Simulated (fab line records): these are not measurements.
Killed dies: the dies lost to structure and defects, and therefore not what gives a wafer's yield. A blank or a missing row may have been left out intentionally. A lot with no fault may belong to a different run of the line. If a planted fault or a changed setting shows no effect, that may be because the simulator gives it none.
Which tool is to blame? / flow sky130 / 21 wafers from 7 lots sampled at 2 of the route's 708 steps

== WHAT EACH GAUGE READ, for each wafer ==
SKY_VIA4_THK_MEAS_20: measures by xrf.
lot=L551; measured=day 43 18:37; on=film-metro-04; VIA4_W_THK (nm)=509 511 509
lot=L553; measured=day 44 08:41; on=film-metro-02; VIA4_W_THK (nm)=515 512 514
lot=L556; measured=day 45 04:58; on=film-metro-02; VIA4_W_THK (nm)=528 530 536
lot=L559; measured=day 46 02:07; on=film-metro-04; VIA4_W_THK (nm)=516 510 513
lot=L563; measured=day 46 19:56; on=film-metro-04; VIA4_W_THK (nm)=513 517 508
lot=L569; measured=day 48 08:04; on=film-metro-04; VIA4_W_THK (nm)=527 529 527
lot=L572; measured=day 49 03:47; on=film-metro-04; VIA4_W_THK (nm)=530 522 531

== WHAT TOOL EACH LOT RAN ON (gives the tool, then ch and the chambers of the sampled wafers, and finally the start) ==
lot=L551; SKY_SONOS_ONO_WET_ETCH_18=wet-bench-01 ch 3, day 13 09:20
lot=L553; SKY_SONOS_ONO_WET_ETCH_18=wet-bench-04 ch 3, day 14 07:56
lot=L556; SKY_SONOS_ONO_WET_ETCH_18=wet-bench-04 ch 1, day 15 01:42
lot=L559; SKY_SONOS_ONO_WET_ETCH_18=wet-bench-01 ch 0, day 16 09:16
lot=L563; SKY_SONOS_ONO_WET_ETCH_18=wet-bench-03 ch 3, day 17 15:59
lot=L569; SKY_SONOS_ONO_WET_ETCH_18=wet-bench-03 ch 3, day 19 11:26
lot=L572; SKY_SONOS_ONO_WET_ETCH_18=wet-bench-01 ch 2, day 21 00:17
- SKY_SONOS_ONO_WET_ETCH_18: etches Si3N4 in H3PO4, target depth 15 nm, time 172 s.

== THE ANSWER, worked out from the rows above alone ==
Rule: the lots themselves supply what counts as usual. The widest of any qualifying gaps counts: lots, ordered by their means at a reading, are off when they make up no more than a third of the lots, leave a main group of 4 or more, and stand apart from it by 3 or more times the standard deviation of that group's means. A main group whose means are all the same, to the digits that the tables above print for the reading, isn't used. Also off: a lot with no number at a reading for which 4 or more lots have one. Any other lot the step has rows for is counted as sound.
No lot is off at any reading shown: from this, nothing can be told.

== WHAT THE SIMULATOR HAD INSERTED ==
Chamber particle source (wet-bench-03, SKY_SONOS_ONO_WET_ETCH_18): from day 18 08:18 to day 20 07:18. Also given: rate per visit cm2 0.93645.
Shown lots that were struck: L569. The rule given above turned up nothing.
